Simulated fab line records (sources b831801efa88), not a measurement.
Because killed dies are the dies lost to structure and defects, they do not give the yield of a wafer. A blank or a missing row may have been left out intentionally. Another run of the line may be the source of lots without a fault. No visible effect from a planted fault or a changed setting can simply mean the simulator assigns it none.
Chamber matching :: flow sky130 :: SKY_VIA2_CMP_02 on cmp-01 has 4 sister chambers
The step polishes SiO2. 7 wafers are shown with their chamber, then 8 later ones without.

WAFERS WITH THEIR CHAMBER
wafer: L080.6
chamber: 3
motor current A (A): 10.8

wafer: L079.4
chamber: 1
motor current A (A): 10.8

wafer: L079.5
chamber: 2
motor current A (A): 14.2

wafer: L081.3
chamber: 0
motor current A (A): 10.1

wafer: L081.5
chamber: 1
motor current A (A): 10.3

wafer: L081.6
chamber: 0
motor current A (A): 9.7

wafer: L090.2
chamber: 3
motor current A (A): 10.6

WAFERS WITH NO CHAMBER GIVEN
wafer: L090.4
motor current A (A): 14.0

wafer: L090.5
motor current A (A): 10.5

wafer: L092.2
motor current A (A): 9.8

wafer: L092.4
motor current A (A): 12.9

wafer: L092.6
motor current A (A): 13.7

wafer: L097.1
motor current A (A): 10.9

wafer: L097.2
motor current A (A): 11.6

wafer: L097.5
motor current A (A): 10.4

EACH ONE'S CHAMBER
wafer: L090.4
from the rows above: 2
in truth: 2

wafer: L090.5
from the rows above: can't be placed: 1 or 3
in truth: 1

wafer: L092.2
from the rows above: 0
in truth: 0

wafer: L092.4
from the rows above: 2
in truth: 2

wafer: L092.6
from the rows above: 2
in truth: 2

wafer: L097.1
from the rows above: can't be placed: 3 or 1
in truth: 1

wafer: L097.2
from the rows above: can't be placed: 3 or 1
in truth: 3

wafer: L097.5
from the rows above: can't be placed: 1 or 3 or 0
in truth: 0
Correct placement for 4 of the 8. Unplaceable from these rows: 4, with the true chamber sitting among the candidates in 4. Wrongly placed: 0.
How it was worked out, from the rows above alone: a wafer's distance from a chamber is the root of the sum, over the readings, of the square of ((its reading less the chamber's mean) divided by the reading's scatter). If the next closest chamber is less than 2 further off than the closest, the wafer can't be placed; otherwise it belongs to the closest. A chamber's mean is the mean of its shown wafers. How the scatter is found: for the shown wafers, subtract from each reading the mean of its chamber, square and add these, divide the total by (wafers less chambers), then take the root.
